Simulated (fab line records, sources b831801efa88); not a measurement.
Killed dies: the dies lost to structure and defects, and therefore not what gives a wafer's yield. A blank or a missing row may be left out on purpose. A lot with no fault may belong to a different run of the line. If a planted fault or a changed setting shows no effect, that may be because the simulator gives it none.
Which tool is to blame? -- flow gf180mcu -- 15 lots, 45 wafers sampled, at 5 steps of a route of 602

## WHAT THE GAUGES SHOWED, per wafer
GF_V4_RS_MEAS_24: measures by four-point-probe.
lot,measured,on,V4_W_RS (ohm/sq)
L477,day 24 15:52,film metro-01,0.323 0.323 0.329
L478,day 25 06:54,film metro-02,0.328 0.330 0.331
L479,day 25 07:59,film metro-03,0.323 0.322 0.322
L480,day 25 22:44,film metro-03,0.330 0.331 0.329
L481,day 26 05:07,film metro-02,0.326 0.326 0.321
L487,day 28 16:49,film metro-03,0.327 0.325 0.328
L490,day 29 04:23,film metro-01,0.327 0.334 0.327
L491,day 29 18:46,film metro-02,0.321 0.334 0.324
L492,day 29 23:06,film metro-03,0.326 0.322 0.323
L493,day 30 02:44,film metro-02,0.331 0.329 0.321
L494,day 30 03:50,film metro-03,0.320 0.328 0.329
L495,day 30 13:15,film metro-03,0.322 0.323 0.318
L497,day 31 02:43,film metro-01,0.332 0.336 0.331
L498,day 31 10:54,film metro-01,0.322 0.331 0.323
L499,day 31 16:08,film metro-02,0.334 0.329 0.331

GF_V5_THK_MEAS_01.
lot,measured,on,V5_CVD_00_THK (nm)
L477,day 26 12:38,film metro-03,304 306 303
L478,day 27 02:30,film metro-02,301 292 302
L479,day 27 04:02,film metro-02,304 302 296
L480,day 28 12:14,film metro-02,305 304 298
L481,day 28 15:31,film metro-03,303 305 302
L487,day 30 00:23,film metro-02,302 302 304
L490,day 30 19:41,film metro-02,299 309 303
L493,day 31 17:31,film metro-04,305 297 294
L495,day 32 02:36,film metro-04,296 298 297
L497,day 32 12:54,film metro-03,298 304 302
L498,day 32 20:55,film metro-04,301 308 307
L499,day 33 03:35,film metro-03,295 302 297

## WHICH TOOL RAN EACH LOT (tool, then ch and the chambers of the sampled wafers, then the start)
lot,GF_V4_CMP_26,GF_M5_ETCH_09,GF_M5_STRIP_11
L477,"cmp-01 ch 0,1, day 24 16:01","rie diel-01 ch 2,3, day 26 11:51","plasma asher-01 ch 0,1, day 26 12:01"
L478,"cmp-02 ch 0,2, day 25 07:04","rie diel-01 ch 0,1, day 27 01:46","plasma asher-04 ch 0,1, day 27 01:54"
L479,"cmp-01 ch 2,3, day 25 08:10","rie diel-01 ch 0,2,3, day 27 03:19","plasma asher-04 ch 1, day 27 03:27"
L480,"cmp-02 ch 0,2, day 25 22:53","rie diel-01 ch 0,2,3, day 28 11:23","plasma asher-01 ch 0,1, day 28 11:38"
L481,"cmp-02 ch 0,1,3, day 26 05:18","rie diel-02 ch 0,2,3, day 28 14:23","plasma asher-03 ch 0,1, day 28 14:31"
L487,"cmp-01 ch 0,1,2, day 28 17:00","rie diel-04 ch 0,3, day 29 23:37","plasma asher-03 ch 0,1, day 29 23:46"
L490,"cmp-02 ch 1,2, day 29 04:47","rie diel-02 ch 0,2,3, day 30 18:31","plasma asher-04 ch 0,1, day 30 18:41"
L491,"cmp-02 ch 1,2, day 29 18:57","rie diel-01 ch 0,1,3, day 31 08:47","plasma asher-01 ch 0,1, day 31 08:56"
L492,"cmp-01 ch 1,2,3, day 29 23:21","rie diel-02 ch 2,3, day 31 11:13","plasma asher-03 ch 0,1, day 31 11:22"
L493,"cmp-02 ch 0,3, day 30 02:55","rie diel-04 ch 1,3, day 31 16:47","plasma asher-03 ch 0,1, day 31 16:56"
L494,"cmp-01 ch 2,3, day 30 04:01","rie diel-01 ch 0,2,3, day 31 16:46","plasma asher-04 ch 0,1, day 31 16:54"
L495,"cmp-02 ch 0,2,3, day 30 13:31","rie diel-02 ch 1,2, day 32 01:49","plasma asher-03 ch 0,1, day 32 01:58"
L497,"cmp-01 ch 0,1,3, day 31 03:22","rie diel-01 ch 0,1,2, day 32 12:08","plasma asher-04 ch 0,1, day 32 12:17"
L498,"cmp-02 ch 0,1,3, day 31 11:04","rie diel-01 ch 0,1,3, day 32 20:10","plasma asher-01 ch 0,1, day 32 20:18"
L499,"cmp-02 ch 0,1,3, day 31 16:19","rie diel-01 ch 0,2, day 33 02:52","plasma asher-04 ch 0,1, day 33 03:00"
- GF_V4_CMP_26: polishes, stops on SiO2, t overpolish 15 s, target thk 0 nm.
- GF_M5_ETCH_09: etches Si3N4 in CF4/O2, target depth 52 nm, time 11.6 s.
- GF_M5_STRIP_11: strips in O2/N2.

## AS READ BY THE TOOLS THEMSELVES (means over the sampled wafers that have a number; for cases with no such wafer, the mark the record gives instead)
GF_V4_CMP_26.
lot,tool,motor current A (A),overpolish run s (s),platen rpm (rpm),time to endpoint s (s)
L477,cmp-01,11.2,14.994,59.99,81
L478,cmp-02,11.4,14.991,60.03,78
L479,cmp-01,11.8,14.996,60.04,86
L480,cmp-02,10.8,15.006,60.03,76
L481,cmp-02,11.3,14.996,60.00,82
L487,cmp-01,11.2,15.006,60.04,84
L490,cmp-02,10.9,14.997,60.01,78
L491,cmp-02,10.8,15.001,60.01,80
L492,cmp-01,11.0,15.003,59.96,87
L493,cmp-02,11.2,14.997,59.99,83
L494,cmp-01,11.8,15.009,60.03,83
L495,cmp-02,11.3,15.002,59.97,84
L497,cmp-01,11.1,15.004,60.02,84
L498,cmp-02,11.5,14.997,59.99,85
L499,cmp-02,11.2,15.006,59.97,81

GF_M5_ETCH_09.
lot,tool,O2_flow_sccm (sccm),bias w (W),drypump motor current A (A),oes product au (a.u.),throttle valve pct (%)
L477,rie diel-01,9.996,150.2,5.7,1.002,5.972
L478,rie diel-01,9.989,150.1,6.6,0.985,5.961
L479,rie diel-01,10.018,149.6,5.9,1.001,5.981
L480,rie diel-01,9.990,149.9,5.9,1.002,5.967
L481,rie diel-02,10.013,150.4,5.5,0.991,5.964
L487,rie diel-04,9.982,150.6,6.2,0.997,5.967
L490,rie diel-02,9.999,149.8,5.5,0.996,5.972
L491,rie diel-01,-,-,-,-,-
L492,rie diel-02,-,-,-,-,-
L493,rie diel-04,9.992,150.0,6.0,1.002,5.969
L494,rie diel-01,-,-,-,-,-
L495,rie diel-02,9.993,149.7,5.4,0.987,5.962
L497,rie diel-01,9.999,149.8,6.2,0.997,5.968
L498,rie diel-01,10.027,150.0,6.3,1.003,5.968
L499,rie diel-01,10.018,149.8,5.9,1.000,5.969

GF_M5_STRIP_11.
lot,tool,drypump motor current A (A),heater power w (W),oes product au (a.u.),strip time to endpoint s (s)
L477,plasma asher-01,5.8,345,0.545,7.51
L478,plasma asher-04,5.9,351,0.536,7.44
L479,plasma asher-04,5.7,325,0.543,7.54
L480,plasma asher-01,5.9,349,0.541,7.51
L481,plasma asher-03,5.9,291,0.543,7.51
L487,plasma asher-03,5.9,288,0.545,7.55
L490,plasma asher-04,5.8,339,0.546,7.60
L491,plasma asher-01,6.2,324,0.560,7.91
L492,plasma asher-03,6.0,289,0.561,7.93
L493,plasma asher-03,5.7,299,0.542,7.46
L494,plasma asher-04,5.9,353,0.557,7.90
L495,plasma asher-03,5.7,296,0.542,7.48
L497,plasma asher-04,5.9,354,0.546,7.51
L498,plasma asher-01,6.2,321,0.544,7.54
L499,plasma asher-04,5.9,352,0.539,7.42

## THE ANSWER, worked out from the rows above alone
Rule: the usual values come from the lots themselves. Put in order of their means at a reading, lots are off if they are a third of the lots or fewer, leave a main group of 4 or more, and stand apart from it by a gap of 3 or more times the standard deviation of the main group's means; of several such gaps the widest counts. A main group whose means are all the same, to the digits that the tables above print for the reading, isn't used. Also off: a lot with no number at a reading for which 4 or more lots have one. All remaining lots with rows at the step are treated as sound. First the gauges in route order, then the tools' own readings, where a lot's mean is used as printed above. The first step at which some lot is off is used, and at that step the reading that is off furthest; a lot without a number counts as furthest.
Off: L491, L492, L494, at GF_M5_ETCH_09 (O2_flow_sccm). Without a number there: L491, L492, L494. The main group has a mean of 10.001 sccm with a standard deviation of 0.014.
A tool fits if, at that step or a process step before it, it ran every lot that is off, and no sound lot after the first of them. Of those tried, none fits.

## WHAT THE SIMULATOR HAD PUT IN
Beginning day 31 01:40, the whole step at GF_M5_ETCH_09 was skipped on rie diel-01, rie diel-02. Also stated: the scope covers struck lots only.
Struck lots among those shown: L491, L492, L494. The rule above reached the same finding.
